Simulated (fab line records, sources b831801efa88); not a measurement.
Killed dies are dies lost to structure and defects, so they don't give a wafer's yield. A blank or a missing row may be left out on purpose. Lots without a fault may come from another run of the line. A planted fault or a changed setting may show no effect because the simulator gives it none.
A struck lot beside a sound one | flow sky130 | 43 steps out of a route of 708
Sound: wafers L803.1, L803.2, L803.3. Struck: wafers L813.3, L813.5. (L813.6 of the same lot was not struck and is left out.) The cause comes at the end.
At each step with rows: each side's tool, then ch and its chambers, then its first start. Under that, the readings that differ: sound wafers | struck wafers | difference of the means | sigmas: that difference in standard deviations of wafers without a fault.
alike: readings whose means differ by less than 2 such deviations, and words and numbers that are the same on both sides. not compared: withheld readings, readings that some wafer has no value for, bounds like >300 that may hide the same value, and numbers for which the record gives no deviation and whose values overlap.
The two part at a step that has a row with sigmas, a row that says differs or no value, or rows on one side only. Numbers that don't overlap but have no deviation are shown without sigmas and don't part them. A reading that every wafer of one side lacks parts them only if that side has two wafers or more.

first, 6 steps without rows for these wafers: SKY_METAL4_COAT_07 (resist thk 60 nm); SKY_METAL4_COAT_08 (resist thk 1140 nm); SKY_METAL4_SOFTBAKE_09 (time 90 s); SKY_METAL4_EXPOSE_10 (exposes mask MM4, target cd 300 nm); SKY_METAL4_PEB_11; SKY_METAL4_DEVELOP_12 (develop time 60 s).
SKY_METAL4_CD_MEAS_13: target cd 300 nm.
  sound on cd_sem-02, day 43 03:04; struck on cd_sem-01, day 45 23:30
  alike: cd_nm
SKY_METAL4_OVL_MEAS_14:
  sound on overlay-01, day 43 03:11; struck on overlay-02, day 45 23:35
  alike: METAL4_OVL
then, 1 step without rows for these wafers: SKY_METAL4_DESCUM_15 (chemistry O2, time 8 s).
SKY_METAL4_ETCH_16: etches BARC in N2/H2, stops on SiO2, time 88.2 s, target depth 60 nm.
  sound on rie_metal-03 ch 0,1, day 43 03:15; struck on rie_metal-03 ch 0,1, day 45 23:41
  alike: drypump_motor_current_A, oes_product_au, rf_fwd_power_W, throttle_valve_pct
  not compared: rf_hours_counter_h
then, 1 step without rows for these wafers: SKY_METAL4_ETCH_17 (etches SiO2 in C4F8/O2/Ar, stops on TiN, time 3.9 s, target depth 15 nm).
SKY_METAL4_METAL_ETCH_18: etches the open film in Cl2/BCl3, stops on SiO2, target depth 845 nm, time 183.1 s.
  sound on rie_metal-02 ch 0, day 43 03:22; struck on rie_metal-02 ch 0, day 45 23:50
  reading               | sound             | struck      | difference | sigmas
  oes_product_au (a.u.) | 0.874 0.875 0.863 | 0.854 0.859 | -0.014     | -2
  alike: drypump_motor_current_A, rf_fwd_power_W, throttle_valve_pct
  not compared: rf_hours_counter_h
SKY_METAL4_STRIP_19: strips in O2/N2.
  sound on plasma_asher-01 ch 0,1, day 43 03:44; struck on plasma_asher-01 ch 0, day 45 23:59
  alike: drypump_motor_current_A, oes_product_au, strip_time_to_endpoint_s
  not compared: rf_hours_counter_h
then, 4 steps without rows for these wafers: SKY_METAL4_STRIP_20 (strips in post etch residue remover, time 1200 s); SKY_METAL4_CLEAN_21 (cleans in IPA, time 180 s); SKY_METAL4_CLEAN_22 (cleans in O3/DIW); SKY_VIA4_HDPCVD_00 (deposits SiO2, target thk 1750 nm, time 291.7 s).
SKY_VIA4_THK_MEAS_01:
  sound on film_metro-03, day 43 04:30; struck on film_metro-03, day 46 00:44
  alike: VIA4_HDPCVD_THK
then, 1 step without rows for these wafers: SKY_VIA4_CMP_02 (polishes SiO2).
SKY_VIA4_BOW_MEAS_03:
  sound on film_metro-03, day 43 04:52; struck on film_metro-03, day 46 01:07
  alike: VIA4_BOW
then, 7 steps without rows for these wafers: SKY_VIA4_DEHYDRATE_04 (time 60 s); SKY_VIA4_HMDS_05 (prime time 60 s); SKY_VIA4_COAT_06 (resist thk 1140 nm); SKY_VIA4_SOFTBAKE_07 (time 60 s); SKY_VIA4_EXPOSE_08 (exposes mask VIM4, target cd 800 nm); SKY_VIA4_PEB_09; SKY_VIA4_DEVELOP_10 (develop time 60 s).
SKY_VIA4_OVL_MEAS_11:
  sound on overlay-01, day 44 02:49; struck on overlay-02, day 46 22:18
  alike: VIA4_OVL
SKY_VIA4_ETCH_12: etches SiO2 in C4F8/O2/Ar, stops on TiN, target depth 580 nm.
  sound on rie_diel-02 ch 0,2,3, day 44 02:51; struck on rie_diel-01 ch 1,2, day 46 22:19
  alike: oes_product_au, rf_fwd_power_W
then, 6 steps without rows for these wafers: SKY_VIA4_STRIP_13 (strips in O2/N2); SKY_VIA4_STRIP_14 (strips in post etch residue remover, time 1200 s); SKY_VIA4_CLEAN_15 (cleans in IPA, time 180 s); SKY_VIA4_CLEAN_16 (cleans in O3/DIW); SKY_VIA4_SPUTTER_17 (material TiN, target thk 20 nm, time 80 s); SKY_VIA4_CVD_18 (deposits W, target thk 505 nm, time 152.14 s).
SKY_VIA4_RS_MEAS_19: measures by four-point-probe.
  sound on film_metro-02, day 44 03:50; struck on film_metro-03, day 46 23:14
  alike: VIA4_W_RS
SKY_VIA4_THK_MEAS_20: measures by xrf.
  sound on film_metro-02, day 44 03:58; struck on film_metro-03, day 46 23:20
  alike: VIA4_W_THK
then, 2 steps without rows for these wafers: SKY_VIA4_CMP_21 (polishes, stops on SiO2, t overpolish 25 s, target thk 0 nm); SKY_METAL5_SPUTTER_00 (material Ti, target thk 15 nm, time 10 s).
SKY_METAL5_SPUTTER_01: material TiN, target thk 20 nm, time 16.7 s.
  sound on pvd_sputter-03, day 44 04:28; struck on pvd_sputter-02, day 46 23:42
  alike: throttle_valve_pct
SKY_METAL5_SPUTTER_02: material AlCu, target thk 1150 nm, time 61.2 s.
  sound on pvd_sputter-03, day 44 04:30; struck on pvd_sputter-02, day 46 23:44
  alike: throttle_valve_pct
then, 1 step without rows for these wafers: SKY_METAL5_SPUTTER_03 (material Ti, target thk 5 nm, time 3.3 s).
-- the record jumps here: 3 days lie between the struck wafers' starts before and after (it left off in module METAL5 and takes up again in module PAD_OPEN, whose first step shown is number 708 of the route) --
SKY_PAD_OPEN_PROBE_99:
  sound on prober-01, day 47 00:08; struck on prober-02, day 49 13:53
  reading                               | sound             | struck      | difference | sigmas
  defect_limited_yield (%)              | 83.3 84.3 80.9    | 78.5 73.8   | -6.7       | -4
  killed_at_M4_up                       | 5 6 4             | 41 43       | +37        | +18
  killed_dies                           | 82 77 94          | 106 129     | +33        | +4
  sort_bin_3_pad_short (%)              | 1.0 1.0 1.6       | 2.4 3.9     | +1.9       | +5
  sort_bin_5_function (%)               | 10.4 8.9 11.2     | 14.6 14.4   | +4.3       | +3
  sort_n_pass                           | 410 415 398       | 386 363     | -33        | -4
  sort_yield_pct (%)                    | 83.3 84.3 80.9    | 78.5 73.8   | -6.7       | -4
  model.etest.tester.sort_n_pass        | 410 415 398       | 386 363     | -33        |
  model.etest.tester.sort_yield_pct (%) | 83.33 84.35 80.89 | 78.46 73.78 | -6.74      |
  model.etest.tester.sort_bin_5_pct (%) | 10.37 8.943 11.18 | 14.63 14.43 | +4.37      |
  model.etest.tester.sort_bin_3_pct (%) | 1.016 1.016 1.626 | 2.439 3.862 | +1.931     |
  alike: killed_at_M0_to_M3, killed_at_contacts, killed_at_front_end, killed_at_other, killed_open, killed_short, sort_bin_6_memory

WHERE THEY PART
First at SKY_METAL4_METAL_ETCH_18; last, within this record, at SKY_PAD_OPEN_PROBE_99.

WHY: what the simulator had put in
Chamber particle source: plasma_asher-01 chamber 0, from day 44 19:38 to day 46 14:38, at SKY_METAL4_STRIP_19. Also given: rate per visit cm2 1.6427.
